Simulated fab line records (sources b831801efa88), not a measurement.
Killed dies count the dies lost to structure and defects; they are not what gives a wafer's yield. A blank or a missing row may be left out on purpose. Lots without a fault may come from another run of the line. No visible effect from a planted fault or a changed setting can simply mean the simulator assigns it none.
Code-filled problem report in 8D (eight disciplines) form / flow sky130 / the parts of the form that need people (team, actions taken, sign-off) are left out

== 1. WHAT IS WRONG ==
Wafers without a fault read 4.131 s, standard deviation 0.013; strip time to endpoint s at SKY_LDD_HVN_STRIP_09 reads a mean of 3.857 s on 6 wafers belonging to 2 lots. That puts it -21 standard deviations away from the usual mean.
The step: strips in O2/N2.
Seen first at day 26 19:38 on plasma asher-02, wafer L731.2. Wafers with a number at this step in the record: 36, from 12 lots. Rule for "out" (also "out of limits"): further than 4 standard deviations from the usual mean. Any other wafer with a number is counted as sound.

== 2. WHAT THIS IS AND IS NOT ==
question=which readings at this step | is=strip time to endpoint s | is not=drypump motor current A, oes product au
question=which lots | is=L731, L733 | is not=L712, L713, L716, L717, L718, L719, L720, L721, L725, L734
question=which wafers of those lots | is=all that have a number | is not=-
question=read on which tools | is=plasma asher-02 | is not=plasma asher-01, plasma asher-04
question=when | is=from day 26 19:38 | is not=up to then (27 sound wafers); but 3 sound wafers of L734 came after

== 3. THE SUSPECTS, EACH WITH WHAT RULES IT OUT ==
Counting: any tool at a process step up to the reading is kept as a suspect provided that every lot that is out went through it and no sound lot did after the first of them.
- plasma asher-02 at SKY_LDD_HVN_STRIP_09 (strips in O2/N2): kept. All lots that are out passed through it, beginning with L731 at day 26 19:38, and no sound lot followed; its final sound lot before that point was L725 at day 24 21:04. Out on those wafers are its own readings of strip time to endpoint s.
The count leaves plasma asher-02 at SKY_LDD_HVN_STRIP_09.

== 4. THE CAUSE (what the simulator had put in) ==
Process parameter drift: plasma asher-02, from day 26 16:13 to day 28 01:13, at SKY_LDD_HVN_STRIP_09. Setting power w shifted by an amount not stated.
After counting, this tool was the only one left.

== 5. SEQUENCE OF EFFECTS, ordered by route ==
Rows list readings where the struck wafers' mean (over those with a number) sits beyond 3 standard deviations from the usual. Readings are gone through only where the record gives a usual standard deviation; hours: the median, over the lots, of the time from a lot's start at the first step in this table giving one to that lot's start at this step; sigmas: the change measured in usual standard deviations.
hours=0; step=SKY_LDD_HVN_STRIP_09; reading=strip time to endpoint s; usual=4.131 s; on struck wafers=3.857; change=-0.274; sigmas=-21
Its process steps:
- SKY_LDD_HVN_STRIP_09: strips in O2/N2.

== 6. WHAT WOULD HAVE CAUGHT IT SOONER ==
3 hours passed between the start of the fault at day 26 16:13 and the first reading out of limits in this record, taken at day 26 19:38.
